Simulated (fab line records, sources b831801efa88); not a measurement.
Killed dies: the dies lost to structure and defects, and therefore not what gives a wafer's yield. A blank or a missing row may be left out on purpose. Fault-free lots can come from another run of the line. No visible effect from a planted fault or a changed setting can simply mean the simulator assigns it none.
Which of the tools did it? / flow sky130 / 36 wafers from 12 lots sampled at 5 of the route's 708 steps

== WHAT THE GAUGES READ, wafer by wafer ==
The record lacks any reading of a measuring or inspecting step that a usual standard deviation could be used to judge.

== TOOL THAT RAN EACH LOT (tool first, then ch and the chambers of the sampled wafers, then the start) ==
lot=L877; SKY_LI_CONTACT_CVD_21=cvd_w-01 ch 0, day 29 09:22; SKY_VIA3_CMP_24=cmp-02 ch 0,1,3, day 39 22:21; SKY_CAP2M_SPUTTER_02=pvd_sputter-01, day 39 22:50; SKY_METAL5_STRIP_16=plasma_asher-03 ch 0,1, day 44 00:53; SKY_PAD_OPEN_PROBE_99=-
lot=L878; SKY_LI_CONTACT_CVD_21=cvd_w-01 ch 0,1, day 29 14:05; SKY_VIA3_CMP_24=cmp-01 ch 0,2,3, day 40 01:25; SKY_CAP2M_SPUTTER_02=pvd_sputter-04, day 40 01:55; SKY_METAL5_STRIP_16=plasma_asher-03 ch 0,1, day 44 04:32; SKY_PAD_OPEN_PROBE_99=-
lot=L879; SKY_LI_CONTACT_CVD_21=cvd_w-01 ch 0,1, day 29 22:52; SKY_VIA3_CMP_24=cmp-01 ch 0,1, day 40 09:57; SKY_CAP2M_SPUTTER_02=pvd_sputter-01, day 40 10:26; SKY_METAL5_STRIP_16=plasma_asher-03 ch 0,1, day 44 11:01; SKY_PAD_OPEN_PROBE_99=-
lot=L880; SKY_LI_CONTACT_CVD_21=cvd_w-01 ch 0,1, day 30 05:55; SKY_VIA3_CMP_24=cmp-02 ch 0,1,3, day 40 15:24; SKY_CAP2M_SPUTTER_02=pvd_sputter-01, day 40 15:47; SKY_METAL5_STRIP_16=plasma_asher-03 ch 0,1, day 44 16:57; SKY_PAD_OPEN_PROBE_99=-
lot=L881; SKY_LI_CONTACT_CVD_21=cvd_w-01 ch 0,1, day 30 17:21; SKY_VIA3_CMP_24=cmp-01 ch 2,3, day 41 03:09; SKY_CAP2M_SPUTTER_02=pvd_sputter-01, day 41 03:38; SKY_METAL5_STRIP_16=plasma_asher-01 ch 0,1, day 45 03:41; SKY_PAD_OPEN_PROBE_99=-
lot=L882; SKY_LI_CONTACT_CVD_21=cvd_w-02 ch 0,1, day 31 13:21; SKY_VIA3_CMP_24=cmp-01 ch 0,2,3, day 41 19:38; SKY_CAP2M_SPUTTER_02=pvd_sputter-01, day 41 20:10; SKY_METAL5_STRIP_16=plasma_asher-01 ch 0,1, day 45 17:59; SKY_PAD_OPEN_PROBE_99=-
lot=L884; SKY_LI_CONTACT_CVD_21=cvd_w-01 ch 0,1, day 31 23:55; SKY_VIA3_CMP_24=cmp-01 ch 0,2,3, day 42 04:17; SKY_CAP2M_SPUTTER_02=pvd_sputter-02, day 42 04:50; SKY_METAL5_STRIP_16=plasma_asher-03 ch 0,1, day 46 00:29; SKY_PAD_OPEN_PROBE_99=-
lot=L885; SKY_LI_CONTACT_CVD_21=cvd_w-02 ch 0,1, day 32 09:55; SKY_VIA3_CMP_24=cmp-01 ch 0,1,2, day 42 12:58; SKY_CAP2M_SPUTTER_02=pvd_sputter-01, day 42 13:28; SKY_METAL5_STRIP_16=plasma_asher-03 ch 0, day 46 07:41; SKY_PAD_OPEN_PROBE_99=-
lot=L891; SKY_LI_CONTACT_CVD_21=cvd_w-02 ch 0,1, day 34 00:49; SKY_VIA3_CMP_24=cmp-02 ch 0,1,2, day 44 01:04; SKY_CAP2M_SPUTTER_02=pvd_sputter-01, day 44 01:30; SKY_METAL5_STRIP_16=plasma_asher-02 ch 0,1, day 47 18:32; SKY_PAD_OPEN_PROBE_99=prober-02, day 49 11:32
lot=L892; SKY_LI_CONTACT_CVD_21=cvd_w-01 ch 0,1, day 34 10:04; SKY_VIA3_CMP_24=cmp-01 ch 0,1,2, day 44 08:31; SKY_CAP2M_SPUTTER_02=pvd_sputter-04, day 44 09:02; SKY_METAL5_STRIP_16=plasma_asher-03 ch 0,1, day 47 22:14; SKY_PAD_OPEN_PROBE_99=-
lot=L894; SKY_LI_CONTACT_CVD_21=cvd_w-01 ch 0,1, day 34 22:10; SKY_VIA3_CMP_24=cmp-02 ch 0,1,3, day 44 16:34; SKY_CAP2M_SPUTTER_02=pvd_sputter-04, day 44 17:00; SKY_METAL5_STRIP_16=plasma_asher-01 ch 1, day 48 06:14; SKY_PAD_OPEN_PROBE_99=-
lot=L896; SKY_LI_CONTACT_CVD_21=cvd_w-01 ch 0,1, day 35 16:04; SKY_VIA3_CMP_24=cmp-01 ch 1,2, day 45 07:04; SKY_CAP2M_SPUTTER_02=pvd_sputter-02, day 45 07:37; SKY_METAL5_STRIP_16=plasma_asher-02 ch 0,1, day 48 19:01; SKY_PAD_OPEN_PROBE_99=-
- SKY_LI_CONTACT_CVD_21: deposits W, target thk 400 nm, time 120.56 s.
- SKY_VIA3_CMP_24: polishes, stops on SiO2, t overpolish 20 s, target thk 0 nm.
- SKY_CAP2M_SPUTTER_02: material TiN, target thk 200 nm, time 166.7 s.
- SKY_METAL5_STRIP_16: strips in O2/N2.
- SKY_PAD_OPEN_PROBE_99

== WHAT THE TOOLS THEMSELVES READ (means of the sampled wafers that have a number; where no wafer has one, the mark that the record gives instead) ==
SKY_LI_CONTACT_CVD_21. Usual: chamber_pressure_Torr 40.00 Torr, standard deviation 0.09; heater_power_w 767 W, standard deviation 45; susceptor_temp_C 399.97 C, standard deviation 0.23.
lot=L877; tool=cvd_w-01; chamber_pressure_Torr (Torr)=40.18; heater_power_w (W)=802; susceptor_temp_C (C)=399.99; flag=
lot=L878; tool=cvd_w-01; chamber_pressure_Torr (Torr)=39.90; heater_power_w (W)=721; susceptor_temp_C (C)=400.04; flag=
lot=L879; tool=cvd_w-01; chamber_pressure_Torr (Torr)=39.99; heater_power_w (W)=767; susceptor_temp_C (C)=399.87; flag=
lot=L880; tool=cvd_w-01; chamber_pressure_Torr (Torr)=39.96; heater_power_w (W)=760; susceptor_temp_C (C)=399.91; flag=
lot=L881; tool=cvd_w-01; chamber_pressure_Torr (Torr)=39.98; heater_power_w (W)=725; susceptor_temp_C (C)=399.80; flag=
lot=L882; tool=cvd_w-02; chamber_pressure_Torr (Torr)=40.01; heater_power_w (W)=806; susceptor_temp_C (C)=400.13; flag=
lot=L884; tool=cvd_w-01; chamber_pressure_Torr (Torr)=40.00; heater_power_w (W)=728; susceptor_temp_C (C)=400.07; flag=
lot=L885; tool=cvd_w-02; chamber_pressure_Torr (Torr)=40.12; heater_power_w (W)=777; susceptor_temp_C (C)=399.91; flag=
lot=L891; tool=cvd_w-02; chamber_pressure_Torr (Torr)=40.00; heater_power_w (W)=792; susceptor_temp_C (C)=399.95; flag=
lot=L892; tool=cvd_w-01; chamber_pressure_Torr (Torr)=39.98; heater_power_w (W)=733; susceptor_temp_C (C)=400.14; flag=
lot=L894; tool=cvd_w-01; chamber_pressure_Torr (Torr)=40.02; heater_power_w (W)=755; susceptor_temp_C (C)=399.91; flag=
lot=L896; tool=cvd_w-01; chamber_pressure_Torr (Torr)=40.04; heater_power_w (W)=723; susceptor_temp_C (C)=400.20; flag=

SKY_VIA3_CMP_24. Usual: motor_current_A 10.6 A, standard deviation 0.95; overpolish_run_s 19.999 s, standard deviation 0.0095; platen_rpm 60.00 rpm, standard deviation 0.043; slurry_filter_dp_kPa 13.49 kPa, standard deviation 0.13; time_to_endpoint_s 94 s, standard deviation 3.
lot=L877; tool=cmp-02; motor_current_A (A)=10.7; overpolish_run_s (s)=20.008; platen_rpm (rpm)=59.99; slurry_filter_dp_kPa (kPa)=13.56; time_to_endpoint_s (s)=93; flag=
lot=L878; tool=cmp-01; motor_current_A (A)=10.4; overpolish_run_s (s)=19.994; platen_rpm (rpm)=60.01; slurry_filter_dp_kPa (kPa)=13.49; time_to_endpoint_s (s)=93; flag=
lot=L879; tool=cmp-01; motor_current_A (A)=11.2; overpolish_run_s (s)=20.003; platen_rpm (rpm)=59.96; slurry_filter_dp_kPa (kPa)=13.62; time_to_endpoint_s (s)=94; flag=
lot=L880; tool=cmp-02; motor_current_A (A)=11.1; overpolish_run_s (s)=19.996; platen_rpm (rpm)=59.93; slurry_filter_dp_kPa (kPa)=13.39; time_to_endpoint_s (s)=94; flag=
lot=L881; tool=cmp-01; motor_current_A (A)=9.6; overpolish_run_s (s)=20.000; platen_rpm (rpm)=60.02; slurry_filter_dp_kPa (kPa)=13.35; time_to_endpoint_s (s)=94; flag=
lot=L882; tool=cmp-01; motor_current_A (A)=10.3; overpolish_run_s (s)=20.008; platen_rpm (rpm)=60.01; slurry_filter_dp_kPa (kPa)=13.44; time_to_endpoint_s (s)=93; flag=
lot=L884; tool=cmp-01; motor_current_A (A)=10.4; overpolish_run_s (s)=20.001; platen_rpm (rpm)=59.99; slurry_filter_dp_kPa (kPa)=13.41; time_to_endpoint_s (s)=97; flag=
lot=L885; tool=cmp-01; motor_current_A (A)=11.3; overpolish_run_s (s)=20.001; platen_rpm (rpm)=60.00; slurry_filter_dp_kPa (kPa)=13.44; time_to_endpoint_s (s)=95; flag=
lot=L891; tool=cmp-02; motor_current_A (A)=10.3; overpolish_run_s (s)=19.997; platen_rpm (rpm)=60.00; slurry_filter_dp_kPa (kPa)=13.57; time_to_endpoint_s (s)=95; flag=
lot=L892; tool=cmp-01; motor_current_A (A)=11.2; overpolish_run_s (s)=20.000; platen_rpm (rpm)=59.97; slurry_filter_dp_kPa (kPa)=13.59; time_to_endpoint_s (s)=90; flag=
lot=L894; tool=cmp-02; motor_current_A (A)=10.7; overpolish_run_s (s)=19.995; platen_rpm (rpm)=60.00; slurry_filter_dp_kPa (kPa)=13.50; time_to_endpoint_s (s)=94; flag=
lot=L896; tool=cmp-01; motor_current_A (A)=10.5; overpolish_run_s (s)=19.993; platen_rpm (rpm)=60.04; slurry_filter_dp_kPa (kPa)=13.34; time_to_endpoint_s (s)=89; flag=

SKY_CAP2M_SPUTTER_02. Usual: susceptor_temp_C 300.00 C, standard deviation 0.18; throttle_valve_pct 30.0 %, standard deviation 1.1.
lot=L877; tool=pvd_sputter-01; susceptor_temp_C (C)=300.12; throttle_valve_pct (%)=29.2; flag=
lot=L878; tool=pvd_sputter-04; susceptor_temp_C (C)=299.96; throttle_valve_pct (%)=30.7; flag=
lot=L879; tool=pvd_sputter-01; susceptor_temp_C (C)=299.99; throttle_valve_pct (%)=29.4; flag=
lot=L880; tool=pvd_sputter-01; susceptor_temp_C (C)=299.95; throttle_valve_pct (%)=29.4; flag=
lot=L881; tool=pvd_sputter-01; susceptor_temp_C (C)=299.86; throttle_valve_pct (%)=29.9; flag=
lot=L882; tool=pvd_sputter-01; susceptor_temp_C (C)=300.00; throttle_valve_pct (%)=29.4; flag=
lot=L884; tool=pvd_sputter-02; susceptor_temp_C (C)=299.85; throttle_valve_pct (%)=30.2; flag=
lot=L885; tool=pvd_sputter-01; susceptor_temp_C (C)=299.99; throttle_valve_pct (%)=29.2; flag=
lot=L891; tool=pvd_sputter-01; susceptor_temp_C (C)=300.19; throttle_valve_pct (%)=29.2; flag=
lot=L892; tool=pvd_sputter-04; susceptor_temp_C (C)=300.01; throttle_valve_pct (%)=30.9; flag=
lot=L894; tool=pvd_sputter-04; susceptor_temp_C (C)=300.13; throttle_valve_pct (%)=29.5; flag=
lot=L896; tool=pvd_sputter-02; susceptor_temp_C (C)=300.09; throttle_valve_pct (%)=30.0; flag=

SKY_METAL5_STRIP_16. Usual: chamber_pressure_mTorr 1500.0 mTorr, standard deviation 1.3; drypump_motor_current_A 5.6 A, standard deviation 0.5; n2_flow_sccm 300.0 sccm, standard deviation 0.81; oes_product_au 0.710 a.u., standard deviation 0.0045; strip_time_to_endpoint_s 13.04 s, standard deviation 0.1.
lot=L877; tool=plasma_asher-03; chamber_pressure_mTorr (mTorr)=1500.3; drypump_motor_current_A (A)=5.5; n2_flow_sccm (sccm)=300.8; oes_product_au (a.u.)=0.711; strip_time_to_endpoint_s (s)=13.09; flag=
lot=L878; tool=plasma_asher-03; chamber_pressure_mTorr (mTorr)=1500.9; drypump_motor_current_A (A)=5.5; n2_flow_sccm (sccm)=300.2; oes_product_au (a.u.)=0.708; strip_time_to_endpoint_s (s)=13.20; flag=
lot=L879; tool=plasma_asher-03; chamber_pressure_mTorr (mTorr)=1500.6; drypump_motor_current_A (A)=5.4; n2_flow_sccm (sccm)=299.5; oes_product_au (a.u.)=0.708; strip_time_to_endpoint_s (s)=13.15; flag=
lot=L880; tool=plasma_asher-03; chamber_pressure_mTorr (mTorr)=1500.2; drypump_motor_current_A (A)=5.4; n2_flow_sccm (sccm)=299.8; oes_product_au (a.u.)=0.710; strip_time_to_endpoint_s (s)=12.96; flag=
lot=L881; tool=plasma_asher-01; chamber_pressure_mTorr (mTorr)=1499.7; drypump_motor_current_A (A)=6.4; n2_flow_sccm (sccm)=300.1; oes_product_au (a.u.)=0.712; strip_time_to_endpoint_s (s)=13.10; flag=
lot=L882; tool=plasma_asher-01; chamber_pressure_mTorr (mTorr)=1501.0; drypump_motor_current_A (A)=6.4; n2_flow_sccm (sccm)=300.6; oes_product_au (a.u.)=0.712; strip_time_to_endpoint_s (s)=12.96; flag=
lot=L884; tool=plasma_asher-03; chamber_pressure_mTorr (mTorr)=1499.5; drypump_motor_current_A (A)=5.5; n2_flow_sccm (sccm)=300.6; oes_product_au (a.u.)=0.710; strip_time_to_endpoint_s (s)=13.03; flag=
lot=L885; tool=plasma_asher-03; chamber_pressure_mTorr (mTorr)=1500.6; drypump_motor_current_A (A)=5.6; n2_flow_sccm (sccm)=298.9; oes_product_au (a.u.)=0.707; strip_time_to_endpoint_s (s)=13.11; flag=
lot=L891; tool=plasma_asher-02; chamber_pressure_mTorr (mTorr)=1500.3; drypump_motor_current_A (A)=5.2; n2_flow_sccm (sccm)=299.4; oes_product_au (a.u.)=0.707; strip_time_to_endpoint_s (s)=12.96; flag=
lot=L892; tool=plasma_asher-03; chamber_pressure_mTorr (mTorr)=1499.9; drypump_motor_current_A (A)=5.4; n2_flow_sccm (sccm)=300.0; oes_product_au (a.u.)=0.711; strip_time_to_endpoint_s (s)=13.06; flag=
lot=L894; tool=plasma_asher-01; chamber_pressure_mTorr (mTorr)=1500.6; drypump_motor_current_A (A)=5.7; n2_flow_sccm (sccm)=299.7; oes_product_au (a.u.)=0.711; strip_time_to_endpoint_s (s)=12.97; flag=
lot=L896; tool=plasma_asher-02; chamber_pressure_mTorr (mTorr)=1498.8; drypump_motor_current_A (A)=5.2; n2_flow_sccm (sccm)=299.9; oes_product_au (a.u.)=0.710; strip_time_to_endpoint_s (s)=13.04; flag=

SKY_PAD_OPEN_PROBE_99. Usual: killed_at_M0_to_M3 44, standard deviation 7.2; killed_at_M4_up 2.9, standard deviation 1.8; killed_at_contacts 24, standard deviation 5.6; killed_at_front_end 15, standard deviation 4.2; killed_at_other 0.4, standard deviation 0.71; killed_dies 86, standard deviation 9.2; killed_open 47, standard deviation 7.2; killed_short 39, standard deviation 5.7.
lot=L891 tool=prober-02 killed_at_M0_to_M3=38 killed_at_M4_up=3.3 killed_at_contacts=43 killed_at_front_end=18 killed_at_other=0.0 killed_dies=102 killed_open=43 killed_short=36 flag=OFF

== THE ANSWER, worked out from the rows above alone ==
Rule: a lot is off if the mean of its wafers that have a number lies more than 3 standard deviations from the usual mean. A lot without any number at a reading at which 4 lots or more have one is off too. All remaining lots with rows at the step are treated as sound. After the gauges, taken in route order, come the tools' own readings; for these a lot's mean is taken, as printed above. At the first step where some lot is off, the reading lying furthest off is the one used; lots without a number count as furthest.
Off, at SKY_PAD_OPEN_PROBE_99 on killed_at_contacts: L891. Neither off nor sound, because the step has no rows for them: L877, L878, L879, L880, L881, L882, L884, L885, L892, L894, L896.
If a tool, at that step or one of the process steps before it, ran each lot that is off and ran no sound lot following the first of them, it fits. Can't be told from this: 5 tools fit, cvd_w-02 at SKY_LI_CONTACT_CVD_21, cmp-02 at SKY_VIA3_CMP_24, pvd_sputter-01 at SKY_CAP2M_SPUTTER_02, plasma_asher-02 at SKY_METAL5_STRIP_16, prober-02 at SKY_PAD_OPEN_PROBE_99.

== WHAT THE SIMULATOR HAD PUT IN ==
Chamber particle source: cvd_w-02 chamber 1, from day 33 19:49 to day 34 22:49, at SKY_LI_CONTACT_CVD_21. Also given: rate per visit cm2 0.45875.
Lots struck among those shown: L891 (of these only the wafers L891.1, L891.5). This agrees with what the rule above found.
